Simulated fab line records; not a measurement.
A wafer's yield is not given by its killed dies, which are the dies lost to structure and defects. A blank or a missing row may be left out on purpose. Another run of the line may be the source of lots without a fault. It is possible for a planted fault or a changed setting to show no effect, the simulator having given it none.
Problem report, 8D (eight disciplines) form, completed by code    flow sky130    the parts of the form that need people (team, actions taken, sign-off) are left out

## 1. PROBLEM STATEMENT
Across 6 wafers from 2 lots, LDD_LDN_TW at SKY_LDD_LDN_TW_MEAS_13 averages 1381, while fault-free wafers read 1488 with a standard deviation of 10. Measured from the usual mean, that is -11 standard deviations.
First seen on wafer L256.2, day 25 17:05, on film-metro-03. The record has a number at this step for 36 wafers belonging to 12 lots. The rule behind "out" and "out of limits": a value lying over 4 standard deviations away from the usual mean. The other wafers with a number count as sound.

## 2. WHAT THIS IS AND IS NOT
question                     is                            is not
which readings at this step  LDD_LDN_TW                    -
which lots                   L256, L259                    L249, L250, L251, L252, L263, L268, L269, L270, L271, L272
which wafers of those lots   all that have a number        -
read on which gauges         film-metro-02, film-metro-03  film-metro-01
when                         from day 25 17:05             up to then (12 sound wafers); but 18 sound wafers of L263, L268, L269, L270, L271, L272 came after

## 3. WHAT RULES OUT EACH SUSPECT
Counting: a tool at any process step up to the reading remains a suspect when it ran all the lots that are out and ran no sound lot after the first of those.
- the gauge at SKY_LDD_LDN_TW_MEAS_13 has been ruled out. 2 gauges (film-metro-02, film-metro-03) read the wafers that are out.
- implanter-02 at SKY_LDD_LDN_IMPLANT_10: kept. It ran every lot that is out, first L256 (day 25 16:43), and no sound lot after that; its last sound lot up to then is L249 (day 23 03:07). Its own readings are out on those wafers: dose-ions-cm2, faraday-current-uA.
Remaining after the count: implanter-02 at SKY_LDD_LDN_IMPLANT_10.

## 4. THE CAUSE (what the simulator had put in)
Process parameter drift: implanter-02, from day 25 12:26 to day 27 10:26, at SKY_LDD_LDN_IMPLANT_10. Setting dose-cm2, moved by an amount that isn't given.
Counting left only this tool.

## 5. SEQUENCE OF EFFECTS, ordered by route
One row per reading whose mean, taken over the struck wafers that have a number, lies over 3 standard deviations from the usual. Scope: only readings with a usual standard deviation given in the record; hours: median across lots of the time from each lot's start at the first step in this table that gives one to its start at this step; sigmas: change in usual standard deviations.
hours  step                    reading             usual       on struck wafers  change       sigmas
0      SKY_LDD_LDN_IMPLANT_10  dose-ions-cm2       1.2498e+13  3.2643e+12        -9.2337e+12  -99 or more
0      SKY_LDD_LDN_IMPLANT_10  faraday-current-uA  70.5        18.4              -52.1        -43
0      SKY_LDD_LDN_TW_MEAS_13  LDD_LDN_TW          1488        1381              -107         -11
It contains these process steps:
- SKY_LDD_LDN_IMPLANT_10
Later steps that measure or inspect, where all struck wafers having a row at the step show a number for every such reading and not one has moved that far: SKY_SPACER_THK_MEAS_01.

## 6. HOW IT WOULD HAVE BEEN CAUGHT EARLIER
Counted from the fault's start at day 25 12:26, it took 5 hours until the first out-of-limits reading at a measuring or inspecting step in this record, taken at day 25 17:05.
At SKY_LDD_LDN_IMPLANT_10, the tool's own readings (dose-ions-cm2, faraday-current-uA) were out on each struck wafer the step has a row for, so an alarm limit on them would have fired on the first such wafer.
Among the 2 lots that are out, L259 began SKY_LDD_LDN_IMPLANT_10 on implanter-02 after day 25 17:05. Putting the tool on hold at that point would have spared it.
